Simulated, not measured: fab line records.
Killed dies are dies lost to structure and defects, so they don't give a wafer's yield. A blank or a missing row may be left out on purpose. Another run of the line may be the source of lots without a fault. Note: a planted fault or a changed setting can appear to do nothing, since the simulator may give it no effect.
Chamber matching ; flow sky130 ; SKY_VIA2_CMP_24 on cmp-02: 4 sister chambers
The step polishes, stops on SiO2, t overpolish 20 s, target thk 0 nm. 14 wafers are shown with their chamber, then 7 later ones without.

WAFERS PAIRED WITH THEIR CHAMBERS
wafer;chamber;motor current A (A);overpolish run s (s);time to endpoint s (s)
L492.1;2;11.9;20.006;98
L492.2;1;12.1;20.010;96
L492.6;2;11.7;19.999;97
L496.1;2;11.9;20.006;100
L496.2;1;12.2;20.006;95
L496.3;0;11.0;20.013;100
L498.1;3;13.0;19.991;95
L498.2;2;11.7;20.006;95
L498.5;0;11.2;20.016;96
L506.2;1;11.8;20.004;95
L506.5;0;11.5;20.007;97
L506.6;3;13.1;19.993;102
L511.2;3;13.0;19.986;102
L511.3;2;11.8;20.016;102

SIGNATURES (averages over the wafers above)
reading;chamber 0;chamber 1;chamber 2;chamber 3;scatter within a chamber
motor current A;11.233;12.033;11.800;13.033;0.161
overpolish run s;20.01200;20.00667;20.00660;19.99000;0.00484
time to endpoint s;97.67;95.33;98.40;99.67;2.67
Rule: distance of a wafer from a chamber = root of the sum over the readings of ((wafer's reading minus chamber's mean) / reading's scatter) squared. The wafer belongs to the nearest chamber; if the next one is less than 2 further off, it can't be placed. The scatter: the root of (the sum of the squares of (reading less its chamber's mean) over the shown wafers, divided by (wafers less chambers)).

WAFERS MISSING THEIR CHAMBER
wafer;motor current A (A);overpolish run s (s);time to endpoint s (s)
L511.4;12.1;20.007;96
L513.1;12.6;19.991;101
L513.3;10.7;20.017;96
L513.5;11.5;20.004;95
L514.1;10.6;20.016;104
L514.2;12.5;20.010;99
L514.5;11.6;20.019;102

CHAMBER TAKEN BY EACH
wafer;from the rows above;in truth
L511.4;can't be placed: 1 or 2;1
L513.1;3;3
L513.3;0;0
L513.5;can't be placed: 2 or 0 or 1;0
L514.1;0;0
L514.2;can't be placed: 1 or 2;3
L514.5;can't be placed: 0 or 2 or 1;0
3 of 7 placed correctly. Not placeable from these rows: 4 (in 3, the candidates include the true chamber). Wrongly placed: 0.
